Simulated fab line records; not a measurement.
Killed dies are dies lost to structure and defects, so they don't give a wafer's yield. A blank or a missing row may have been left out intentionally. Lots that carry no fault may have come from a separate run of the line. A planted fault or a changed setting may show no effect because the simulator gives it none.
fab line records + flow sky130
[record]
- lots = 14
- wafers = 42
- last-day = 50
route steps=708 shown FIELD_ISO@1 LDD_HVP@280
lots with no fault: from the same line, run without faults
start-h: the number of hours between the record's first day and the start of the first shown wafer of the lot + wait-h: hours since the lot's step before + " the same as in the row above + L1.1+2: a row that stands for several wafers + - no value present, or no start provided + * or withheld: withheld + < > ~ a bound
route shown NAME@n: names a module that has steps shown in the file, with the first one's number in the route + usual: mean/standard deviation taken from wafers without a fault + same: alike in all rows + chamber/n: place in a boat + sites: each site's reading + _std_site: the values' standard deviation + _edge_site: outer sites' mean less inner sites' + radius-mm: for every site, how far away it sits from the centre of the wafer + mask NAME#n: copy n + behind: the most recent tool/chamber to have shaped the wafer + hold: the reason the lot was held/the length of the hold in hours/how it ended + device: transistor that didn't switch, given as n, p or np + end of line: the tests these same wafers got at the end of their route + for a step that has no rows: nothing shown but its recipe + killed: not the wafer's yield, but the dies lost to structure and defects at the first sort + map: a wafer's dies, marking killed ones x, the rest . and places with no die _
set.NAME: the setting as run; set.NAME@STEP: as run at that earlier step + model.NAME: the simulator's own value behind a step, which no gauge read
route steps across a sampled set of lots; one table per step, one row per wafer
services: when a tool's chamber went out of use (start-h, in hours from the record's first day, below 0 if earlier), for how many hours, and the reason
[[steps]]
[step SKY_FIELD_ISO_BOW_MEAS_00]
[recipe]
- mode = bow
[usual]
- INCOMING_BOW = 1/5.7
| lot.wafer | tool          | chamber | start-h | wait-h | INCOMING_BOW[um] |
|-----------|---------------|---------|---------|--------|------------------|
| L314.3    | film-metro-02 | -       | 10.04   | -      | 11               |
| L314.5    | "             | -       | "       | "      | 5                |
| L314.6    | "             | -       | "       | "      | 1                |
| L315.1    | film-metro-02 | -       | 15.00   | -      | 2                |
| L315.2    | "             | -       | "       | "      | 1                |
| L315.4    | "             | -       | "       | "      | 3                |
| L316.1    | film-metro-03 | -       | 20.00   | -      | -1               |
| L316.2    | "             | -       | "       | "      | -4               |
| L316.5    | "             | -       | "       | "      | 4                |
| L317.3    | film-metro-02 | -       | 25.04   | -      | 7                |
| L317.4    | "             | -       | "       | "      | -5               |
| L317.5    | "             | -       | "       | "      | 0                |
| L318.2    | film-metro-01 | -       | 30.02   | -      | -5               |
| L318.3    | "             | -       | "       | "      | -6               |
| L318.5    | "             | -       | "       | "      | -5               |
| L319.2    | film-metro-01 | -       | 35.05   | -      | 3                |
| L319.5    | "             | -       | "       | "      | 2                |
| L319.6    | "             | -       | "       | "      | 4                |
| L321.3    | film-metro-01 | -       | 45.04   | -      | -7               |
| L321.4    | "             | -       | "       | "      | 13               |
| L321.6    | "             | -       | "       | "      | -3               |
| L322.4    | film-metro-03 | -       | 50.06   | -      | 2                |
| L322.5    | "             | -       | "       | "      | 9                |
| L322.6    | "             | -       | "       | "      | -10              |
| L325.3    | film-metro-03 | -       | 65.04   | -      | 4                |
| L325.4    | "             | -       | "       | "      | 4                |
| L325.5    | "             | -       | "       | "      | 3                |
| L328.1    | film-metro-02 | -       | 80.00   | -      | -3               |
| L328.3    | "             | -       | "       | "      | 7                |
| L328.4    | "             | -       | "       | "      | 0                |
| L330.1    | film-metro-02 | -       | 90.00   | -      | 8                |
| L330.3    | "             | -       | "       | "      | 7                |
| L330.5    | "             | -       | "       | "      | 3                |
| L333.1    | film-metro-03 | -       | 105.00  | -      | -1               |
| L333.5    | "             | -       | "       | "      | 1                |
| L333.6    | "             | -       | "       | "      | 0                |
| L334.1    | film-metro-02 | -       | 110.00  | -      | 1                |
| L334.2    | "             | -       | "       | "      | 2                |
| L334.5    | "             | -       | "       | "      | -4               |
| L335.1    | film-metro-03 | -       | 115.00  | -      | -1               |
| L335.4    | "             | -       | "       | "      | 6                |
| L335.6    | "             | -       | "       | "      | 6                |
[step SKY_FIELD_ISO_THK_MEAS_04]
[recipe]
- reads = Si3N4_of_FIELD_ISO_CVD_03
[usual]
- FIELD_ISO_CVD_03_THK = 165.6/1.4
| lot.wafer | tool          | chamber | start-h | wait-h | FIELD_ISO_CVD_03_THK[nm] |
|-----------|---------------|---------|---------|--------|--------------------------|
| L314.3    | film-metro-01 | -       | 14.19   | 0.0    | 163.0                    |
| L314.5    | "             | -       | "       | "      | 163.9                    |
| L314.6    | "             | -       | "       | "      | 164.8                    |
| L315.1    | film-metro-03 | -       | 18.58   | 0.0    | 165.6                    |
| L315.2    | "             | -       | "       | "      | 164.5                    |
| L315.4    | "             | -       | "       | "      | 166.5                    |
| L316.1    | film-metro-02 | -       | 24.14   | 0.0    | 165.5                    |
| L316.2    | "             | -       | "       | "      | 165.1                    |
| L316.5    | "             | -       | "       | "      | 165.8                    |
| L317.3    | film-metro-02 | -       | 31.16   | 0.0    | 165.2                    |
| L317.4    | "             | -       | "       | "      | 163.8                    |
| L317.5    | "             | -       | "       | "      | 165.0                    |
| L318.2    | film-metro-03 | -       | 35.07   | 0.1    | 164.9                    |
| L318.3    | "             | -       | "       | "      | 166.3                    |
| L318.5    | "             | -       | "       | "      | 164.8                    |
| L319.2    | film-metro-03 | -       | 40.71   | 0.0    | 166.1                    |
| L319.5    | "             | -       | "       | "      | 164.4                    |
| L319.6    | "             | -       | "       | "      | 164.2                    |
| L321.3    | film-metro-02 | -       | 49.41   | 0.0    | 166.3                    |
| L321.4    | "             | -       | "       | "      | 165.7                    |
| L321.6    | "             | -       | "       | "      | 166.7                    |
| L322.4    | film-metro-01 | -       | 56.98   | 0.0    | 166.2                    |
| L322.5    | "             | -       | "       | "      | 166.0                    |
| L322.6    | "             | -       | "       | "      | 166.8                    |
| L325.3    | film-metro-03 | -       | 70.03   | 0.0    | 164.7                    |
| L325.4    | "             | -       | "       | "      | 164.6                    |
| L325.5    | "             | -       | "       | "      | 165.1                    |
| L328.1    | film-metro-03 | -       | 83.48   | 0.0    | 166.0                    |
| L328.3    | "             | -       | "       | "      | 164.8                    |
| L328.4    | "             | -       | "       | "      | 164.1                    |
| L330.1    | film-metro-01 | -       | 95.15   | 0.0    | 165.3                    |
| L330.3    | "             | -       | "       | "      | 166.0                    |
| L330.5    | "             | -       | "       | "      | 166.5                    |
| L333.1    | film-metro-03 | -       | 109.78  | 0.0    | 165.3                    |
| L333.5    | "             | -       | "       | "      | 166.9                    |
| L333.6    | "             | -       | "       | "      | 165.4                    |
| L334.1    | film-metro-02 | -       | 116.83  | 0.0    | 167.3                    |
| L334.2    | "             | -       | "       | "      | 166.9                    |
| L334.5    | "             | -       | "       | "      | 168.1                    |
| L335.1    | film-metro-01 | -       | 119.82  | 0.0    | 163.1                    |
| L335.4    | "             | -       | "       | "      | 164.2                    |
| L335.6    | "             | -       | "       | "      | 164.6                    |
[step SKY_FIELD_ISO_THK_MEAS_23]
[recipe]
- reads = SiO2_of_FIELD_ISO_OXIDATION_22
[usual]
- FIELD_ISO_OXIDATION_01_THK = 10.00/0.18
| lot.wafer | tool          | chamber | start-h | wait-h | FIELD_ISO_OXIDATION_01_THK[nm] |
|-----------|---------------|---------|---------|--------|--------------------------------|
| L314.3    | film-metro-02 | -       | 31.67   | 0.0    | 10.35                          |
| L314.5    | "             | -       | "       | "      | 10.10                          |
| L314.6    | "             | -       | "       | "      | 10.35                          |
| L315.1    | film-metro-02 | -       | 37.34   | 0.0    | 9.97                           |
| L315.2    | "             | -       | "       | "      | 9.99                           |
| L315.4    | "             | -       | "       | "      | 9.96                           |
| L316.1    | film-metro-01 | -       | 48.72   | 0.0    | 10.16                          |
| L316.2    | "             | -       | "       | "      | 10.04                          |
| L316.5    | "             | -       | "       | "      | 10.17                          |
| L317.3    | film-metro-02 | -       | 48.77   | 0.0    | 9.82                           |
| L317.4    | "             | -       | "       | "      | 9.91                           |
| L317.5    | "             | -       | "       | "      | 10.00                          |
| L318.2    | film-metro-02 | -       | 55.39   | 0.0    | 9.76                           |
| L318.3    | "             | -       | "       | "      | 9.96                           |
| L318.5    | "             | -       | "       | "      | 10.02                          |
| L319.2    | film-metro-01 | -       | 59.76   | 0.0    | 9.90                           |
| L319.5    | "             | -       | "       | "      | 10.08                          |
| L319.6    | "             | -       | "       | "      | 10.13                          |
| L321.3    | film-metro-01 | -       | 66.87   | 0.0    | 10.09                          |
| L321.4    | "             | -       | "       | "      | 10.05                          |
| L321.6    | "             | -       | "       | "      | 9.93                           |
| L322.4    | film-metro-01 | -       | 74.87   | 0.0    | 10.16                          |
| L322.5    | "             | -       | "       | "      | 9.84                           |
| L322.6    | "             | -       | "       | "      | 10.15                          |
| L325.3    | film-metro-03 | -       | 88.77   | 0.0    | 10.39                          |
| L325.4    | "             | -       | "       | "      | 10.40                          |
| L325.5    | "             | -       | "       | "      | 10.25                          |
| L328.1    | film-metro-03 | -       | 103.48  | 0.0    | 10.15                          |
| L328.3    | "             | -       | "       | "      | 10.14                          |
| L328.4    | "             | -       | "       | "      | 10.18                          |
| L330.1    | film-metro-03 | -       | 114.68  | 0.0    | 9.89                           |
| L330.3    | "             | -       | "       | "      | 10.18                          |
| L330.5    | "             | -       | "       | "      | 9.97                           |
| L333.1    | film-metro-01 | -       | 130.63  | 0.0    | 9.96                           |
| L333.5    | "             | -       | "       | "      | 9.97                           |
| L333.6    | "             | -       | "       | "      | 10.00                          |
| L334.1    | film-metro-03 | -       | 138.84  | 0.0    | 10.30                          |
| L334.2    | "             | -       | "       | "      | 10.29                          |
| L334.5    | "             | -       | "       | "      | 10.13                          |
| L335.1    | film-metro-03 | -       | 141.04  | 0.0    | 9.67                           |
| L335.4    | "             | -       | "       | "      | 9.73                           |
| L335.6    | "             | -       | "       | "      | 9.75                           |
[step SKY_LDD_HVP_COAT_02]
[recipe]
- resist = NOVOLAK
- spin-rpm = 3000
- resist-thk-nm = 300
[usual]
- chill-plate-temp-C = 22.98/0.11
- dispense-pressure-kPa = 49.5/1.7
- resist-line-temp-C = 22.99/0.11
| lot.wafer | tool           | chamber | start-h | wait-h | chill-plate-temp-C | dispense-pressure-kPa | resist-line-temp-C |
|-----------|----------------|---------|---------|--------|--------------------|-----------------------|--------------------|
| L314.3    | litho-track-03 | 0       | 481.25  | 0.1    | 22.96              | 51.4                  | 23.01              |
| L314.5    | "              | 0       | "       | "      | 22.95              | 51.4                  | 23.27              |
| L314.6    | "              | 0       | "       | "      | 23.04              | 51.4                  | 23.13              |
| L315.1    | litho-track-03 | 0       | 500.65  | 0.1    | 23.10              | 51.4                  | 23.02              |
| L315.2    | "              | 0       | "       | "      | 23.07              | 51.4                  | 23.06              |
| L315.4    | "              | 0       | "       | "      | 23.07              | 51.4                  | 22.98              |
| L317.3    | litho-track-04 | 0       | 516.13  | 0.1    | 23.06              | 47.5                  | 23.19              |
| L317.4    | "              | 0       | "       | "      | 23.11              | 47.5                  | 23.00              |
| L317.5    | "              | 0       | "       | "      | 23.04              | 47.5                  | 23.03              |
| L316.1    | litho-track-03 | 0       | 516.30  | 0.1    | 23.01              | 51.4                  | 22.83              |
| L316.2    | "              | 0       | "       | "      | 22.96              | 51.4                  | 22.99              |
| L316.5    | "              | 0       | "       | "      | 22.91              | 51.4                  | 22.93              |
| L318.2    | litho-track-02 | 0       | 526.62  | 0.1    | 22.98              | 50.1                  | 23.11              |
| L318.3    | "              | 0       | "       | "      | 23.09              | 50.1                  | 23.00              |
| L318.5    | "              | 0       | "       | "      | 23.06              | 50.1                  | 23.02              |
| L319.2    | litho-track-04 | 0       | 533.85  | 0.1    | 22.92              | 47.4                  | 22.94              |
| L319.5    | "              | 0       | "       | "      | 22.97              | 47.4                  | 23.03              |
| L319.6    | "              | 0       | "       | "      | 22.92              | 47.4                  | 23.02              |
| L321.3    | litho-track-02 | 0       | 542.79  | 0.1    | 22.85              | 50.1                  | 22.76              |
| L321.4    | "              | 0       | "       | "      | 22.88              | 50.1                  | 22.84              |
| L321.6    | "              | 0       | "       | "      | 23.01              | 50.1                  | 22.95              |
| L322.4    | litho-track-04 | 0       | 555.10  | 0.1    | 23.06              | 47.3                  | 23.05              |
| L322.5    | "              | 0       | "       | "      | 23.13              | 47.3                  | 23.04              |
| L322.6    | "              | 0       | "       | "      | 23.05              | 47.3                  | 23.01              |
| L325.3    | litho-track-03 | 0       | 612.70  | 0.1    | 23.12              | 51.4                  | 22.83              |
| L325.4    | "              | 0       | "       | "      | 22.97              | 51.4                  | 22.86              |
| L325.5    | "              | 0       | "       | "      | 23.14              | 51.3                  | 22.77              |
| L328.1    | litho-track-02 | -       | 614.44  | 0.1    | -                  | -                     | -                  |
| L328.3    | "              | -       | "       | "      | -                  | -                     | -                  |
| L328.4    | "              | -       | "       | "      | -                  | -                     | -                  |
| L330.1    | litho-track-02 | -       | 620.89  | 0.1    | -                  | -                     | -                  |
| L330.3    | "              | -       | "       | "      | -                  | -                     | -                  |
| L330.5    | "              | -       | "       | "      | -                  | -                     | -                  |
| L333.1    | litho-track-04 | 0       | 643.73  | 0.1    | 22.93              | 47.3                  | 23.00              |
| L333.5    | "              | 0       | "       | "      | 23.00              | 47.3                  | 23.00              |
| L333.6    | "              | 0       | "       | "      | 23.20              | 47.3                  | 22.97              |
| L335.1    | litho-track-03 | 0       | 658.70  | 0.1    | 23.05              | 51.4                  | 22.97              |
| L335.4    | "              | 0       | "       | "      | 22.98              | 51.4                  | 23.02              |
| L335.6    | "              | 0       | "       | "      | 22.96              | 51.4                  | 23.05              |
| L334.1    | litho-track-02 | 0       | 660.39  | 0.1    | 22.99              | 50.1                  | 23.01              |
| L334.2    | "              | 0       | "       | "      | 23.05              | 50.1                  | 23.03              |
| L334.5    | "              | 0       | "       | "      | 22.85              | 50.1                  | 23.09              |
[step SKY_LDD_HVP_OVL_MEAS_07]
[usual]
- LDD_HVP_OVL = 0.3/1.9
| lot.wafer | tool       | chamber | start-h | wait-h | LDD_HVP_OVL[nm] |
|-----------|------------|---------|---------|--------|-----------------|
| L314.3    | overlay-01 | -       | 497.29  | 0.1    | -0.6            |
| L314.5    | "          | -       | "       | "      | -1.7            |
| L314.6    | "          | -       | "       | "      | -0.3            |
| L315.1    | overlay-02 | -       | 515.99  | 0.1    | 0.5             |
| L315.2    | "          | -       | "       | "      | -0.1            |
| L315.4    | "          | -       | "       | "      | -0.1            |
| L317.3    | overlay-01 | -       | 532.80  | 0.1    | -0.6            |
| L317.4    | "          | -       | "       | "      | -3.4            |
| L317.5    | "          | -       | "       | "      | -1.9            |
| L316.1    | overlay-02 | -       | 532.85  | 0.1    | 2.7             |
| L316.2    | "          | -       | "       | "      | 1.3             |
| L316.5    | "          | -       | "       | "      | 1.7             |
| L318.2    | overlay-02 | -       | 541.80  | 0.1    | 0.0             |
| L318.3    | "          | -       | "       | "      | 0.7             |
| L318.5    | "          | -       | "       | "      | 1.0             |
| L319.2    | overlay-01 | -       | 548.50  | 0.1    | -1.0            |
| L319.5    | "          | -       | "       | "      | -2.6            |
| L319.6    | "          | -       | "       | "      | -3.7            |
| L321.3    | overlay-01 | -       | 557.25  | 0.1    | 1.9             |
| L321.4    | "          | -       | "       | "      | 3.4             |
| L321.6    | "          | -       | "       | "      | 0.9             |
| L322.4    | overlay-02 | -       | 570.15  | 0.1    | -0.2            |
| L322.5    | "          | -       | "       | "      | -2.3            |
| L322.6    | "          | -       | "       | "      | -1.7            |
| L325.3    | overlay-02 | -       | 627.86  | 0.1    | 2.6             |
| L325.4    | "          | -       | "       | "      | 3.6             |
| L325.5    | "          | -       | "       | "      | 3.2             |
| L328.1    | overlay-02 | -       | 629.39  | 0.1    | -               |
| L328.3    | "          | -       | "       | "      | -               |
| L328.4    | "          | -       | "       | "      | -               |
| L330.1    | overlay-02 | -       | 635.60  | 0.1    | -               |
| L330.3    | "          | -       | "       | "      | -               |
| L330.5    | "          | -       | "       | "      | -               |
| L333.1    | overlay-01 | -       | 658.19  | 0.1    | 0.0             |
| L333.5    | "          | -       | "       | "      | 2.0             |
| L333.6    | "          | -       | "       | "      | 0.0             |
| L335.1    | overlay-01 | -       | 672.54  | 0.1    | -1.3            |
| L335.4    | "          | -       | "       | "      | -1.1            |
| L335.6    | "          | -       | "       | "      | -1.1            |
| L334.1    | overlay-01 | -       | 674.18  | 0.1    | 1.8             |
| L334.2    | "          | -       | "       | "      | 0.5             |
| L334.5    | "          | -       | "       | "      | 0.2             |
[[services]]
| tool           | chamber | start-h | hours | kind                      |
|----------------|---------|---------|-------|---------------------------|
| litho-track-02 | -       | 509.15  | -     | consumable-replace:filter |
[[key]]
[first-sign]
- step = SKY_LDD_HVP_COAT_02
- reading = tool-record
- direction = missing
[effect]
- step = SKY_LDD_HVP_OVL_MEAS_07
- reading = LDD_HVP_OVL
- direction = missing
met-at SKY_LDD_HVP_COAT_02
struck-lots L328,L330
sort-left-out L328.1,L328.3,L328.4,L330.1,L330.3,L330.5
tester-left-out L328,L330
not-acting-at SKY_FIELD_ISO_BOW_MEAS_00,SKY_FIELD_ISO_THK_MEAS_04,SKY_FIELD_ISO_THK_MEAS_23
onset-between 542.79 614.44
[fault]
- kind = skipped-step-whole
- tool = litho-track-02
- chamber = -
- onset-h = 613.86
- steps = SKY_LDD_HVP_COAT_02
- scope = struck-lots-only
// tester-left-out: of these lots the tester's yield and bins aren't shown, on N5 and GAA mostly nor the transistor test; their killed dies are dies lost to structure and defects alone, not to doping, threshold or leakage, so they don't give the yield
// sort-left-out: the simulated sort isn't trusted on such a fault, so these wafers' sort isn't shown, and their yield isn't known
